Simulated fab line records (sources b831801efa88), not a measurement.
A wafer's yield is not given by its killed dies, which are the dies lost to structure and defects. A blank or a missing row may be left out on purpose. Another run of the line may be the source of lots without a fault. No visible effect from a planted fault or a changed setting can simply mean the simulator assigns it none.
Which tool did it?	flow gf180mcu	36 wafers from 12 lots sampled at 3 of the route's 602 steps

## WHAT THE GAUGES READ, wafer by wafer
GF_VT_IMPLANT_RS_MEAS_46: uses a four-point probe to measure.
lot	measured	on	MVSD_RS (ohm/sq)
L483	day 7 14:46	filmMetro-01	455.9 457.5 456.9
L484	day 7 18:44	filmMetro-03	457.6 455.4 456.8
L485	day 8 01:49	filmMetro-01	457.5 458.4 457.8
L488	day 8 21:58	filmMetro-01	457.3 455.4 456.5
L489	day 9 06:56	filmMetro-03	455.4 455.4 456.4
L490	day 9 16:33	filmMetro-01	457.7 457.6 457.1
L494	day 10 16:22	filmMetro-01	493.9 493.9 495.2
L495	day 10 20:49	filmMetro-03	495.1 493.9 496.2
L500	day 12 04:26	filmMetro-04	457.5 455.1 455.3
L501	day 12 12:37	filmMetro-01	458.4 457.3 457.2
L503	day 13 02:17	filmMetro-04	455.9 455.0 455.5
L506	day 14 02:53	filmMetro-03	456.8 457.6 456.3

## WHAT TOOL EACH LOT RAN ON (gives the tool, then ch and the chambers of the sampled wafers, and finally the start)
lot	GF_MVSD_IMPLANT_08	GF_VT_IMPLANT_STRIP_42
L483	implanter-04 ch 0, day 4 11:11	plasmaAsher-03 ch 0,1, day 7 14:28
L484	implanter-01 ch 0, day 4 15:35	plasmaAsher-01 ch 0,1, day 7 18:26
L485	implanter-01 ch 0, day 4 20:46	plasmaAsher-01 ch 0,1, day 8 01:31
L488	implanter-04 ch 0, day 5 14:58	plasmaAsher-04 ch 0,1, day 8 21:38
L489	implanter-04 ch 0, day 5 21:56	plasmaAsher-01 ch 0,1, day 9 06:37
L490	implanter-04 ch 0, day 6 06:07	plasmaAsher-04 ch 0,1, day 9 16:14
L494	implanter-01 ch 0, day 7 03:35	plasmaAsher-04 ch 0, day 10 15:59
L495	implanter-01 ch 0, day 7 07:12	plasmaAsher-04 ch 0,1, day 10 20:27
L500	implanter-02 ch 0, day 8 12:14	plasmaAsher-01 ch 0,1, day 12 04:08
L501	implanter-04 ch 0, day 8 17:36	plasmaAsher-01 ch 0,1, day 12 12:13
L503	implanter-04 ch 0, day 9 06:30	plasmaAsher-04 ch 0,1, day 13 01:52
L506	implanter-04 ch 0, day 10 02:19	plasmaAsher-04 ch 0,1, day 14 02:34
- GF_MVSD_IMPLANT_08
- GF_VT_IMPLANT_STRIP_42: strips in O2/N2.

## WHAT THE TOOLS THEMSELVES READ (means of the sampled wafers that have a number; where no wafer has one, the mark that the record gives instead)
GF_MVSD_IMPLANT_08.
lot	tool	beamEnergyKeV	endStationPressureTorr (Torr)
L483	implanter-04	399.92	5.03e-06
L484	implanter-01	399.93	5.17e-06
L485	implanter-01	400.04	5.20e-06
L488	implanter-04	400.09	4.96e-06
L489	implanter-04	399.89	5.27e-06
L490	implanter-04	400.02	5.08e-06
L494	implanter-01	297.17	4.80e-06
L495	implanter-01	297.12	5.03e-06
L500	implanter-02	400.05	5.05e-06
L501	implanter-04	400.09	4.97e-06
L503	implanter-04	399.79	5.12e-06
L506	implanter-04	399.94	5.02e-06

GF_VT_IMPLANT_STRIP_42.
lot	tool	drypumpMotorCurrentA (A)	heaterPowerW (W)	oesProductAu (a.u.)	stripTimeToEndpointS (s)
L483	plasmaAsher-03	5.6	343	0.714	12.68
L484	plasmaAsher-01	5.1	378	0.713	12.66
L485	plasmaAsher-01	5.1	377	0.714	12.65
L488	plasmaAsher-04	5.8	323	0.717	12.62
L489	plasmaAsher-01	5.5	381	0.716	12.64
L490	plasmaAsher-04	5.8	322	0.713	12.63
L494	plasmaAsher-04	5.2	352	0.713	12.64
L495	plasmaAsher-04	5.5	328	0.714	12.65
L500	plasmaAsher-01	5.5	378	0.719	12.70
L501	plasmaAsher-01	5.5	373	0.712	12.68
L503	plasmaAsher-04	5.8	320	0.716	12.69
L506	plasmaAsher-04	5.8	322	0.716	12.64

## THE ANSWER, worked out from the rows above alone
Rule: usual is defined by the lots themselves. Put in order of their means at a reading, lots are off if they are a third of the lots or fewer, leave a main group of 4 or more, and stand apart from it by a gap of 3 or more times the standard deviation of the main group's means; of several such gaps the widest counts. Not used: any main group whose means are identical at the precision the tables above print for the reading. Also off: a lot with no number at a reading for which 4 or more lots have one. Any other lot the step has rows for is counted as sound. The gauges are gone through in route order, then the tools' own readings, and for those a lot's mean is taken as printed above. The first step at which some lot is off is used, and at that step the reading that is off furthest; a lot without a number counts as furthest.
Off: L494, L495, at GF_VT_IMPLANT_RS_MEAS_46 (MVSD_RS). Main group: mean 456.7 ohm/sq, sd 0.78.
A tool fits if, at a process step before that reading, it ran every lot that is off, and no sound lot after the first of them. The gauges at GF_VT_IMPLANT_RS_MEAS_46 aren't tried: what is off there is off at GF_MVSD_IMPLANT_08 too, on other tools, and a gauge's error can't cause that. One fits: implanter-01 at GF_MVSD_IMPLANT_08. Its last sound lot is L485 (day 4 20:46), its first lot that is off L494 (day 7 03:35): a fault that began between those two fits.
On the lots that are off, the tool's own readings at GF_MVSD_IMPLANT_08 differ by more than 5 times the standard deviation of the sound lots' means, which bears it out; beamEnergyKeV reads 297.14 there versus 399.98 on the sound lots.

## WHAT HAD BEEN PUT IN BY THE SIMULATOR
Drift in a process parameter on implanter-01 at GF_MVSD_IMPLANT_08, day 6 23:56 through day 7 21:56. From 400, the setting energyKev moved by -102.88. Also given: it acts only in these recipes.
Shown lots that were struck: L494, L495. This agrees with what the rule above found.
